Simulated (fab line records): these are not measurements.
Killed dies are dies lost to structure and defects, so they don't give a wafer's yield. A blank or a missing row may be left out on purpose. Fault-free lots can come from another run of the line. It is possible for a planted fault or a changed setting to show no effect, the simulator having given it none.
A struck lot beside a sound one	flow sky130	37 steps out of a route of 708
Sound: wafers L695.1, L695.3, L695.4. Wafers L705.2, L705.4, L705.5 were the ones struck. The cause is named last.
At each step with rows: each side's tool, then ch and its chambers, then its first start. Under that, the readings that differ: sound wafers	struck wafers	difference of the means	sigmas: that difference in standard deviations of wafers without a fault.
alike: a reading whose means differ by less than 2 such deviations, as well as words and numbers matching on both sides. not compared: withheld readings; readings where some wafer has no value; bounds like >300 that might hide an equal value; numbers whose values overlap and for which the record gives no deviation.
The two part at a step that has a row with sigmas, a row that says differs or no value, or rows on one side only. Numbers that have no deviation but don't overlap get no sigmas and don't part them. Lack of a reading on every wafer of one side parts them only where that side has two or more wafers.

first, 10 steps without rows for these wafers: SKY_DNWELL_DEVELOP_06 (develop time 60 s); SKY_DNWELL_IMPLANT_07; SKY_DNWELL_STRIP_08 (strips in O2/N2); SKY_PWDE_DEHYDRATE_00 (time 60 s); SKY_PWDE_HMDS_01 (prime time 60 s); SKY_PWDE_COAT_02 (resist thk 3000 nm); SKY_PWDE_SOFTBAKE_03; SKY_PWDE_EXPOSE_04 (exposes mask PWDEM, target cd 840 nm); SKY_PWDE_PEB_05; SKY_PWDE_DEVELOP_06 (develop time 60 s).
SKY_PWDE_IMPLANT_08:
  sound on implanter-02 ch 0, day 4 15:35; struck on implanter-02 ch 0, day 6 23:34
reading	sound	struck	difference	sigmas
beam_energy_keV	149.95 149.92 149.91	119.04 119.14 119.11	-30.83	-99 or more
model.implant.rp_nm (nm)	437.1 437.1 437.1	371.1 371.1 371.1	-66.0	
model.implant.drp_nm (nm)	97.97 97.97 97.97	89.77 89.77 89.77	-8.20	
then, 1 step without rows for these wafers: SKY_PWDE_STRIP_09 (strips in O2/N2).
SKY_PWDE_TW_MEAS_10:
  sound on film_metro-01 at day 4 15:50; struck on film_metro-02 at day 6 23:47
reading	sound	struck	difference	sigmas
PWDE_TW	375.4 374.4 376.1	367.8 370.1 371.0	-5.7	-3
then, 22 steps without rows for these wafers: SKY_NWELL_DEHYDRATE_03 (time 60 s); SKY_NWELL_HMDS_04 (prime time 60 s); SKY_NWELL_COAT_05 (resist thk 3000 nm); SKY_NWELL_SOFTBAKE_06; SKY_NWELL_EXPOSE_07 (exposes mask NWM, target cd 840 nm); SKY_NWELL_PEB_08; SKY_NWELL_DEVELOP_09 (develop time 62.75 s); SKY_NWELL_IMPLANT_11; SKY_NWELL_IMPLANT_12; SKY_NWELL_IMPLANT_13; SKY_NWELL_STRIP_14 (strips in O2/N2); SKY_NWELL_DEHYDRATE_16 (time 60 s); SKY_NWELL_HMDS_17 (prime time 60 s); SKY_NWELL_COAT_18 (resist thk 3000 nm); SKY_NWELL_SOFTBAKE_19; SKY_NWELL_EXPOSE_20 (exposes mask NWM COMPLEMENT, target cd 840 nm); SKY_NWELL_PEB_21; SKY_NWELL_DEVELOP_22 (develop time 60 s); SKY_NWELL_IMPLANT_24; SKY_NWELL_STRIP_25 (strips in O2/N2); SKY_NWELL_CLEAN_27 (cleans in SC1/SC2, time 150 s); SKY_NWELL_RTA_28 (time 30 s).
SKY_NWELL_RS_MEAS_31: uses a four-point probe to measure.
  sound on film_metro-04 at day 6 05:50; struck on film_metro-04 at day 8 17:47
reading	sound	struck	difference	sigmas
PWDE_RS (ohm/sq)	5267 5268 5267	5335 5334 5341	+69	+5
-- the record jumps here: 41 days lie between the struck wafers' starts before and after (it left off in module NWELL and takes up again in module PAD_OPEN, whose first step shown is number 708 of the route) --
SKY_PAD_OPEN_PROBE_99:
  sound on prober-01 at day 47 14:39; struck on prober-01 at day 49 22:28
reading	sound	struck	difference	sigmas
killed_at_contacts	17 16 22	31 34 25	+12	+2
model.etest.res_p_drift_20v.line_ohm_um	1.141e+04 1.045e+04 1.053e+04	1.859e+04 2.017e+04 2.089e+04	+9.087e+03	
model.etest.res_p_drift_20v.rs_ohm_sq	9482 8984 8989	1.546e+04 1.711e+04 1.752e+04	+7.545e+03	
  alike: killed_at_M0_to_M3, killed_at_M4_up, killed_at_front_end, killed_at_other, killed_dies, killed_on_rim, killed_open, killed_short

WHERE THEY PART
At SKY_PWDE_IMPLANT_08 first; at SKY_PAD_OPEN_PROBE_99 last (within this record only).

WHY: what had been put in by the simulator
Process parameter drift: implanter-02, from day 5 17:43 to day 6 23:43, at SKY_PWDE_IMPLANT_08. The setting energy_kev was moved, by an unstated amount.
